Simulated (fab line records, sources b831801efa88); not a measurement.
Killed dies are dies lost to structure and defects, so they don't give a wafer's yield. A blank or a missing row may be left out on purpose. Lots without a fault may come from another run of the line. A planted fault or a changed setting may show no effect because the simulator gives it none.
fab line records | flow sky130
record lots=6 wafers=18 last_day=50
route steps=708 shown SD_N@350 SD_P@359 RES_XHIGH@360 SALICIDE@361 LI_CONTACT@362 PAD_OPEN@708
lots that met no fault: from a run of the same line without faults
start_h: hours from the record's first day to the start of the lot's first wafer shown | wait_h: hours since the lot's step before | " the same as in the row above | L1.1+2: a row that stands for several wafers | - no value, or no start given | * or withheld: withheld | < > ~ a bound
route shown NAME@n: a module of which the file shows steps, and the number in the route of the first | usual: mean/standard deviation of fault-free wafers | same: alike in all rows | chamber/n: place in a boat | sites: the reading at each site | _std_site: their standard deviation | _edge_site: outer sites' mean less inner sites' | radius_mm: how far each site lies from the wafer's centre | mask NAME#n: copy n | behind: the tool/chamber that last shaped the wafer | hold: why the lot was held/for how many hours/how that ended | device: the transistor (n, p or np) that didn't switch | end of line: the same wafers' tests at the end of the route | a step without rows: its recipe alone | killed: dies lost to structure and defects at the first sort, not the wafer's yield | map: a wafer's dies, x killed, . not, _ none there
set.NAME: the setting as run; set.NAME@STEP: as run at that earlier step | model.NAME: the simulator's own value behind a step, which no gauge read
lots at some steps of the route; a table a step, a row a wafer
services: from which hour (start_h, from the record's first day; less than 0 if before it) a tool's chamber was out of use, for how many hours, and why
## steps
# step SKY_SD_N_OVL_MEAS_08
# usual SD_N_OVL=0.5/1.3
# columns lot.wafer tool chamber start_h wait_h SD_N_OVL[nm]
L768.2 overlay-01 - 648.32 0.1 0.1
L768.4 " - " " 1.9
L768.6 " - " " -0.2
L779.2 overlay-02 - 739.87 0.1 0.3
L779.3 " - " " -1.5
L779.4 " - " " 1.6
L782.1 overlay-01 - 754.46 0.1 -1.7
L782.2 " - " " -0.7
L782.3 " - " " -1.4
L784.3 overlay-01 - 771.12 0.1 -1.4
L784.4 " - " " -0.9
L784.6 " - " " -0.1
L787.1 overlay-02 - 788.76 0.1 -1.3
L787.3 " - " " 2.0
L787.4 " - " " 1.0
L790.1 overlay-02 - 815.07 0.1 -0.7
L790.4 " - " " 0.5
L790.5 " - " " -1.6
# step SKY_SD_N_IMPLANT_09
# recipe species=As energy_kev=50 dose_cm2=4e+15 tilt_deg=0
# step SKY_SD_N_IMPLANT_10
# recipe species=P energy_kev=20 dose_cm2=1e+14 tilt_deg=0
# step SKY_SD_N_STRIP_11
# recipe chemistry=O2/N2 power_w=1400 pressure_mtorr=1500 platen_temp_c=withheld o2_flow_sccm=3000 n2_flow_sccm=300 overash_fraction=0.5
# usual drypump_motor_current_A=5.4/0.4 oes_product_au=0.527/0.0041 strip_time_to_endpoint_s=22.53/0.034
# columns lot.wafer tool chamber start_h wait_h drypump_motor_current_A oes_product_au rf_hours_counter_h strip_time_to_endpoint_s
L768.2 plasma_asher-01 0 648.65 0.1 5.4 0.530 54 22.55
L768.4 " 1 " " 5.5 0.522 - 22.50
L768.6 " 1 " " 5.6 0.528 - 22.53
L779.2 plasma_asher-04 0 740.20 0.1 5.6 0.533 90 22.52
L779.3 " 0 " " 5.6 0.518 - 22.59
L779.4 " 1 " " 5.1 0.530 - 22.54
L782.1 plasma_asher-02 1 754.80 0.1 4.7 0.529 1 22.49
L782.2 " 0 " " 5.8 0.534 1 22.56
L782.3 " 1 " " 4.7 0.528 - 22.53
L784.3 plasma_asher-02 1 771.48 0.1 4.7 0.524 - 22.54
L784.4 " 0 " " 5.9 0.534 - 22.55
L784.6 " 0 " " 5.8 0.524 - 22.55
L787.1 plasma_asher-01 0 789.10 0.1 5.4 0.526 68 22.46
L787.3 " 0 " " 5.4 0.526 - 22.45
L787.4 " 1 " " 5.5 0.521 - 22.47
L790.1 plasma_asher-01 1 815.40 0.1 5.6 0.529 70 22.54
L790.4 " 1 " " 5.5 0.531 - 22.57
L790.5 " 0 " " 5.4 0.525 - 22.56
# step SKY_SD_N_TW_MEAS_12
# usual SD_N_TW=3956/28
# columns lot.wafer tool chamber start_h wait_h SD_N_TW
L768.2 film_metro-03 - 648.76 0.1 3923
L768.4 " - " " 3921
L768.6 " - " " 3925
L779.2 film_metro-02 - 740.31 0.1 3982
L779.3 " - " " 3951
L779.4 " - " " 3973
L782.1 film_metro-01 - 754.90 0.1 3971
L782.2 " - " " 3973
L782.3 " - " " 3968
L784.3 film_metro-03 - 771.57 0.1 3937
L784.4 " - " " 3933
L784.6 " - " " 3918
L787.1 film_metro-03 - 789.20 0.1 3929
L787.3 " - " " 3922
L787.4 " - " " 3975
L790.1 film_metro-01 - 815.50 0.1 4023
L790.4 " - " " 3988
L790.5 " - " " 3972
# step SKY_SD_N_CLEAN_13
# recipe chemistry=SC1/SC2 mix=1:4:20 temp_c=70 time_s=150 dry=n2_spin
# step SKY_SD_N_RTA_14
# recipe temp_c=1075 time_s=2 idle_temp_c=650 ramp_up_c_per_s=150 ramp_down_c_per_s=90 ambient=N2
# usual lamp_power_pct=15.74/0.052 wafer_temp_C_max=1078.1/1.5
# columns lot.wafer tool chamber start_h wait_h lamp_power_pct wafer_temp_C_max
L768.2 rtp_anneal-02 0 648.87 0.0 15.65 1076.3
L768.4 " 0 " " 15.77 1078.0
L768.6 " 0 " " 15.74 1077.6
L779.2 rtp_anneal-01 0 740.42 0.0 15.73 1078.2
L779.3 " 0 " " 15.75 1077.1
L779.4 " 0 " " 15.74 1078.9
L782.1 rtp_anneal-01 0 755.01 0.0 15.70 1076.5
L782.2 " 0 " " 15.76 1078.3
L782.3 " 0 " " 15.74 1078.8
L784.3 rtp_anneal-02 0 771.68 0.0 15.82 1079.3
L784.4 " 0 " " 15.86 1077.6
L784.6 " 0 " " 15.76 1078.5
L787.1 rtp_anneal-01 0 789.31 0.0 15.76 1079.4
L787.3 " 0 " " 15.68 1079.5
L787.4 " 0 " " 15.70 1077.6
L790.1 rtp_anneal-02 0 815.61 0.0 15.74 1078.9
L790.4 " 0 " " 15.75 1077.4
L790.5 " 0 " " 15.71 1076.3
# step SKY_SD_N_RS_MEAS_16
# recipe thk_meas_gauge=four-point-probe
# usual SD_N_RS=68.57/0.11
# columns lot.wafer tool chamber start_h wait_h SD_N_RS[ohm/sq]
L768.2 film_metro-03 - 649.06 0.1 68.54
L768.4 " - " " 68.59
L768.6 " - " " 68.68
L779.2 film_metro-03 - 740.61 0.1 68.63
L779.3 " - " " 68.47
L779.4 " - " " 68.69
L782.1 film_metro-01 - 755.19 0.1 68.54
L782.2 " - " " 68.61
L782.3 " - " " 68.60
L784.3 film_metro-01 - 771.88 0.1 68.59
L784.4 " - " " 68.67
L784.6 " - " " 68.64
L787.1 film_metro-01 - 789.54 0.1 68.61
L787.3 " - " " 68.63
L787.4 " - " " 68.74
L790.1 film_metro-02 - 815.79 0.1 68.49
L790.4 " - " " 68.63
L790.5 " - " " 68.49
# step SKY_SD_N_RS_MEAS_17
# recipe thk_meas_gauge=four-point-probe
# usual SD_P_RS=147.0/0.39
# columns lot.wafer tool chamber start_h wait_h SD_P_RS[ohm/sq]
L768.2 film_metro-03 - 649.18 0.1 147.0
L768.4 " - " " 147.2
L768.6 " - " " 147.0
L779.2 film_metro-03 - 740.73 0.1 147.4
L779.3 " - " " 147.0
L779.4 " - " " 147.0
L782.1 film_metro-01 - 755.31 0.1 146.5
L782.2 " - " " 147.0
L782.3 " - " " 147.0
L784.3 film_metro-01 - 772.00 0.1 147.9
L784.4 " - " " 147.9
L784.6 " - " " 147.6
L787.1 film_metro-01 - 789.66 0.1 147.3
L787.3 " - " " 147.2
L787.4 " - " " 147.3
L790.1 film_metro-02 - 815.91 0.1 146.9
L790.4 " - " " 147.1
L790.5 " - " " 147.2
# step SKY_SD_N_RS_MEAS_18
# recipe thk_meas_gauge=four-point-probe
# usual RES_XHIGH_RS=337.0/1.2
# columns lot.wafer tool chamber start_h wait_h RES_XHIGH_RS[ohm/sq]
L768.2 film_metro-03 - 649.30 0.1 338.5
L768.4 " - " " 336.8
L768.6 " - " " 336.9
L779.2 film_metro-03 - 740.85 0.1 338.1
L779.3 " - " " 335.9
L779.4 " - " " 335.0
L782.1 film_metro-01 - 755.43 0.1 336.6
L782.2 " - " " 335.6
L782.3 " - " " 337.1
L784.3 film_metro-01 - 772.12 0.1 336.1
L784.4 " - " " 336.2
L784.6 " - " " 336.2
L787.1 film_metro-01 - 789.78 0.1 337.6
L787.3 " - " " 336.6
L787.4 " - " " 336.2
L790.1 film_metro-02 - 816.03 0.1 338.4
L790.4 " - " " 338.8
L790.5 " - " " 339.1
# step SKY_SALICIDE_CLEAN_00
# recipe chemistry=HF-last time_s=30 dilution=100:1 dry=ipa_marangoni
# step SKY_LI_CONTACT_HDPCVD_00
# recipe material=PSG target_thk_nm=930 sigma_open_frac=0.3 time_s=155 temp_c=600 sih4_flow_sccm=60 pressure_mtorr=6
# usual run_length_s=182.7/0.58
# columns lot.wafer tool chamber start_h wait_h run_length_s model.PSG_of_LI_CONTACT_HDPCVD_00.thk_nm
L768.2 hdpcvd-01 1 649.41 0.0 182.3 927
L768.4 " 2 " " 182.5 938.5
L768.6 " 0 " " 182.4 928.4
L779.2 hdpcvd-01 2 740.97 0.0 182.4 942.2
L779.3 " 0 " " 182.6 940.7
L779.4 " 0 " " 182.5 933.4
L782.1 hdpcvd-02 1 755.56 0.0 183.4 928.4
L782.2 " 2 " " 182.8 928.1
L782.3 " 0 " " 181.7 928.3
L784.3 hdpcvd-02 0 772.21 0.0 146.7 750
L784.4 " 0 " " 146.8 735.2
L784.6 " 1 " " 148.5 731.8
L787.1 hdpcvd-02 1 789.91 0.0 148.4 719.5
L787.3 " 0 " " 146.8 725.8
L787.4 " 1 " " 148.7 706.6
L790.1 hdpcvd-01 1 816.17 0.0 182.1 931.9
L790.4 " 1 " " 182.7 948.7
L790.5 " 2 " " 182.5 934.6
# step SKY_LI_CONTACT_THK_MEAS_01
# recipe reads=PSG_of_LI_CONTACT_HDPCVD_00
# usual LI_CONTACT_HDPCVD_THK=938/9.5
# columns lot.wafer tool chamber start_h wait_h LI_CONTACT_HDPCVD_THK[nm]
L768.2 film_metro-01 - 649.53 0.1 927
L768.4 " - " " 939
L768.6 " - " " 928
L779.2 film_metro-02 - 741.08 0.1 942
L779.3 " - " " 940
L779.4 " - " " 933
L782.1 film_metro-03 - 755.67 0.1 928
L782.2 " - " " 928
L782.3 " - " " 928
L784.3 film_metro-02 - 772.34 0.1 750
L784.4 " - " " 735
L784.6 " - " " 732
L787.1 film_metro-03 - 790.01 0.1 720
L787.3 " - " " 726
L787.4 " - " " 706
L790.1 film_metro-03 - 816.27 0.1 932
L790.4 " - " " 950
L790.5 " - " " 934
# step SKY_LI_CONTACT_CMP_02
# recipe material=PSG down_force_psi=4 platen_rpm=60 pad_velocity_m_s=0.94248
# usual motor_current_A=11.6/1 time_to_endpoint_s=32.0/2.7
# columns lot.wafer tool chamber start_h wait_h motor_current_A time_to_endpoint_s
L768.2 cmp-01 1 649.68 0.1 10.2 30.9
L768.4 " 2 " " 12.9 33.2
L768.6 " 3 " " 12.5 32.8
L779.4 cmp-02 3 741.13 0.0 12.8 37.1
L779.3 " 0 " " 11.2 34.1
L779.2 " 1 " " 10.9 36.3
L782.2 cmp-01 1 755.78 0.1 10.3 31.5
L782.3 " 2 " " 13.0 32.0
L782.1 " 3 " " 13.3 35.3
L784.3 cmp-01 2 772.38 0.0 13.1 12.5
L784.4 " 0 " " 12.4 12.0
L784.6 " 2 " " 12.6 10.9
L787.3 cmp-01 0 790.07 0.0 12.1 5.9
L787.4 " 2 " " 13.0 4.9
L787.1 " 3 " " 12.4 8.9
L790.4 cmp-01 2 816.38 0.1 12.6 29.6
L790.1 " 3 " " 12.3 30.6
L790.5 " 1 " " 11.3 25.5
# step SKY_LI_CONTACT_BOW_MEAS_03
# recipe mode=bow
# usual LI_CONTACT_BOW=55/6
# columns lot.wafer tool chamber start_h wait_h LI_CONTACT_BOW[um]
L768.2 film_metro-01 - 649.90 0.2 62
L768.4 " - " " 57
L768.6 " - " " 61
L779.2 film_metro-02 - 741.45 0.2 42
L779.3 " - " " 51
L779.4 " - " " 56
L782.1 film_metro-02 - 756.03 0.1 49
L782.2 " - " " 53
L782.3 " - " " 53
L784.3 film_metro-02 - 772.72 0.3 61
L784.4 " - " " 54
L784.6 " - " " 53
L787.1 film_metro-01 - 790.37 0.1 53
L787.3 " - " " 54
L787.4 " - " " 55
L790.1 film_metro-02 - 816.63 0.1 57
L790.4 " - " " 54
L790.5 " - " " 66
# step SKY_PAD_OPEN_PROBE_99
# usual killed_at_M0_to_M3=44/7.1 killed_at_M4_up=3.1/1.9 killed_at_contacts=25/5.8 killed_at_front_end=16/4.5 killed_at_other=0.3/0.52 killed_dies=88/9.1 killed_open=48/6.8 killed_short=39/5.8
# same gross_dies=492 killed_at_back_side=0
# columns lot.wafer tool chamber start_h wait_h killed_at_M0_to_M3 killed_at_M4_up killed_at_contacts killed_at_front_end killed_at_other killed_dies killed_open killed_short
L768.2 prober-01 - 1077.46 0.1 40 2 24 12 0 78 47 30
L768.4 prober-01 - 1077.56 0.2 37 2 15 14 1 69 32 36
L768.6 prober-01 - 1077.66 0.2 38 0 23 9 1 71 43 28
L779.2 prober-02 - 1143.39 0.1 42 2 30 13 0 87 46 41
L779.3 prober-02 - 1143.44 0.2 31 0 34 8 0 73 36 35
L779.4 prober-02 - 1143.49 0.2 60 3 22 8 0 93 45 48
L782.1 prober-02 - 1157.66 0.1 49 3 23 16 0 91 49 41
L782.2 prober-02 - 1157.71 0.1 42 3 31 17 0 93 49 44
L782.3 prober-02 - 1157.76 0.2 36 4 26 25 1 92 49 42
L784.3 prober-01 - 1168.33 0.2 34 5 23 17 0 79 37 42
L784.4 prober-01 - 1168.38 0.2 36 2 35 12 1 86 49 37
L784.6 prober-01 - 1168.48 0.2 40 1 43 11 0 95 47 47
L787.1 prober-02 - 1178.16 0.1 43 2 17 14 0 76 42 34
L787.3 prober-02 - 1178.26 0.2 42 3 24 9 0 78 48 30
L787.4 prober-02 - 1178.31 0.2 49 4 26 22 0 101 59 42
L790.1 prober-01 - 1196.02 0.1 45 2 25 21 0 93 42 51
L790.4 prober-01 - 1196.17 0.2 38 3 41 16 0 98 65 32
L790.5 prober-01 - 1196.22 0.2 50 3 30 19 0 102 51 51
# killed by level:class
L768.2 CONTACT:geometric_particle:open=14 VIA1:geometric_particle:open=13 VIA1:geometric_particle:short=7 FIELD_ISO:geometric_particle:open=5 POLY_GATE:geometric_particle:short=5 METAL2:geometric_particle:short=5 VIA3:geometric_particle:open=5 LI_CONTACT:geometric_particle:short=3
L768.4 VIA3:geometric_particle:open=8 FIELD_ISO:geometric_particle:short=6 VIA2:geometric_particle:open=6 LI_CONTACT:geometric_particle:open=5 VIA1:geometric_particle:short=5 METAL2:geometric_particle:short=5 METAL1:geometric_particle:short=4 CONTACT:geometric_particle:open=4
L768.6 CONTACT:geometric_particle:open=11 VIA1:geometric_particle:open=9 METAL2:geometric_particle:short=5 VIA2:geometric_particle:open=5 FIELD_ISO:geometric_particle:short=4 METAL1:geometric_particle:open=4 METAL1:geometric_particle:short=4 VIA1:geometric_particle:short=4
L779.2 CONTACT:geometric_particle:open=11 VIA2:geometric_particle:open=9 VIA1:geometric_particle:open=8 LOCAL_INTERCONNECT:geometric_particle:short=7 LI_CONTACT:geometric_particle:open=6 FIELD_ISO:geometric_particle:short=5 CONTACT:geometric_particle:short=5 VIA3:geometric_particle:short=5
L779.3 CONTACT:geometric_particle:open=9 LOCAL_INTERCONNECT:geometric_particle:short=9 CONTACT:geometric_particle:short=7 VIA2:geometric_particle:open=7 LI_CONTACT:geometric_particle:open=5 VIA1:geometric_particle:open=5 METAL2:geometric_particle:short=5 VIA1:geometric_particle:short=4
L779.4 VIA3:geometric_particle:open=10 LI_CONTACT:geometric_particle:open=9 VIA1:geometric_particle:open=9 METAL2:geometric_particle:short=9 VIA2:geometric_particle:open=9 METAL1:geometric_particle:short=6 LOCAL_INTERCONNECT:geometric_particle:short=5 VIA1:geometric_particle:short=5
L782.1 VIA1:geometric_particle:open=14 VIA3:geometric_particle:open=7 LI_CONTACT:geometric_particle:open=6 LOCAL_INTERCONNECT:geometric_particle:short=6 CONTACT:geometric_particle:open=6 VIA1:geometric_particle:short=6 FIELD_ISO:geometric_particle:short=5 METAL1:geometric_particle:short=5
L782.2 CONTACT:geometric_particle:open=10 CONTACT:geometric_particle:short=9 LI_CONTACT:geometric_particle:open=7 VIA3:geometric_particle:open=7 VIA1:geometric_particle:open=7 FIELD_ISO:geometric_particle:short=6 METAL1:geometric_particle:short=5 METAL2:geometric_particle:short=5
L782.3 FIELD_ISO:geometric_particle:open=11 VIA1:geometric_particle:open=9 LI_CONTACT:geometric_particle:open=8 CONTACT:geometric_particle:open=7 METAL1:geometric_particle:short=6 FIELD_ISO:geometric_particle:short=5 METAL2:geometric_particle:short=4 POLY_GATE:geometric_particle:short=4
L784.3 VIA1:geometric_particle:open=10 CONTACT:geometric_particle:open=7 VIA1:geometric_particle:short=7 LI_CONTACT:geometric_particle:open=6 LI_CONTACT:geometric_particle:short=5 VIA2:geometric_particle:open=5 FIELD_ISO:geometric_particle:short=4 POLY_GATE:geometric_particle:short=4
L784.4 CONTACT:geometric_particle:open=12 LI_CONTACT:geometric_particle:open=12 VIA1:geometric_particle:open=11 METAL2:geometric_particle:short=8 LOCAL_INTERCONNECT:geometric_particle:short=5 FIELD_ISO:geometric_particle:short=4 METAL1:geometric_particle:short=4 LI_CONTACT:geometric_particle:short=3
L784.6 CONTACT:geometric_particle:open=13 VIA1:geometric_particle:open=9 LOCAL_INTERCONNECT:geometric_particle:short=8 LI_CONTACT:geometric_particle:open=7 CONTACT:geometric_particle:short=7 VIA1:geometric_particle:short=6 FIELD_ISO:geometric_particle:short=5 LI_CONTACT:geometric_particle:short=5
L787.1 CONTACT:geometric_particle:open=8 METAL1:geometric_particle:short=8 VIA1:geometric_particle:open=7 VIA3:geometric_particle:open=7 METAL2:geometric_particle:short=6 CONTACT:geometric_particle:short=5 VIA2:geometric_particle:open=5 FIELD_ISO:geometric_particle:short=4
L787.3 CONTACT:geometric_particle:open=11 VIA1:geometric_particle:open=8 VIA2:geometric_particle:open=8 LI_CONTACT:geometric_particle:open=6 LI_CONTACT:geometric_particle:short=5 METAL1:geometric_particle:short=5 VIA3:geometric_particle:open=4 METAL1:geometric_particle:open=3
L787.4 CONTACT:geometric_particle:open=9 LI_CONTACT:geometric_particle:open=8 VIA1:geometric_particle:open=7 VIA3:geometric_particle:open=7 VIA2:geometric_particle:open=6 FIELD_ISO:geometric_particle:short=5 POLY_GATE:geometric_particle:open=5 METAL1:geometric_particle:short=5
L790.1 VIA1:geometric_particle:open=10 METAL1:geometric_particle:short=8 FIELD_ISO:geometric_particle:open=7 FIELD_ISO:geometric_particle:short=6 CONTACT:geometric_particle:open=6 LI_CONTACT:geometric_particle:open=5 LI_CONTACT:geometric_particle:short=5 LOCAL_INTERCONNECT:geometric_particle:short=5
L790.4 CONTACT:geometric_particle:open=17 VIA1:geometric_particle:open=12 LI_CONTACT:geometric_particle:open=11 CONTACT:geometric_particle:short=7 POLY_GATE:geometric_particle:open=6 LOCAL_INTERCONNECT:geometric_particle:short=5 METAL2:geometric_particle:short=5 VIA3:geometric_particle:open=5
L790.5 VIA1:geometric_particle:open=14 METAL2:geometric_particle:short=9 CONTACT:geometric_particle:open=8 FIELD_ISO:geometric_particle:short=6 LI_CONTACT:geometric_particle:short=6 LI_CONTACT:geometric_particle:open=6 LOCAL_INTERCONNECT:geometric_particle:short=6 VIA1:geometric_particle:short=5
## services
# columns tool chamber start_h hours kind
hdpcvd-02 - 627.37 2.4 repair
plasma_asher-04 - 633.35 1.0 repair
cmp-02 - 638.90 15.2 pm
plasma_asher-04 - 639.15 8.6 repair
hdpcvd-02 - 650.75 15.0 pm
hdpcvd-02 0 650.75 15.0 vent_cycle
cmp-02 - 654.14 5.7 pm
cmp-01 - 667.76 0.6 repair
cmp-01 - 670.16 4.0 pm
cmp-02 - 677.22 0.2 repair
hdpcvd-02 2 686.48 5.4 repair
cmp-01 - 696.49 5.8 repair
rtp_anneal-01 - 707.12 4.0 pm
plasma_asher-04 - 710.25 3.0 repair
cmp-01 - 722.53 5.2 pm
plasma_asher-02 - 733.75 9.0 pm
plasma_asher-01 - 738.37 2.1 repair
cmp-02 - 744.00 4.0 pm
hdpcvd-01 - 748.36 2.8 pm
cmp-02 - 752.54 1.6 repair
plasma_asher-01 - 761.39 0.6 repair
hdpcvd-02 - 765.40 1.0 repair
hdpcvd-01 - 766.99 5.5 pm
cmp-01 - 785.94 0.7 repair
## key
first_sign step=SKY_LI_CONTACT_HDPCVD_00 reading=run_length_s direction=down sigmas=61 usual=* struck=*
effect step=SKY_LI_CONTACT_THK_MEAS_01 reading=LI_CONTACT_HDPCVD_THK direction=down sigmas=22 usual=938 struck=728
effect step=SKY_LI_CONTACT_CMP_02 reading=time_to_endpoint_s direction=down sigmas=8.4 usual=* struck=*
model_effect step=SKY_LI_CONTACT_HDPCVD_00 value=PSG_of_LI_CONTACT_HDPCVD_00.thk_nm without=937.8 struck=728.2
met_at SKY_LI_CONTACT_HDPCVD_00
struck_wafers L784.3,L784.4,L784.6,L787.1,L787.3,L787.4
tester_left_out L784,L787
onset_between 755.56 772.21
fault kind=process_parameter_drift tool=hdpcvd-02 chamber=- onset_h=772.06 steps=SKY_LI_CONTACT_HDPCVD_00 channel=time_s offset=* shape=step end_h=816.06 acts_in=* stated=*
# tester_left_out: of these lots the tester's yield and bins aren't shown, on N5 and GAA mostly nor the transistor test; their killed dies are dies lost to structure and defects alone, not to doping, threshold or leakage, so they don't give the yield
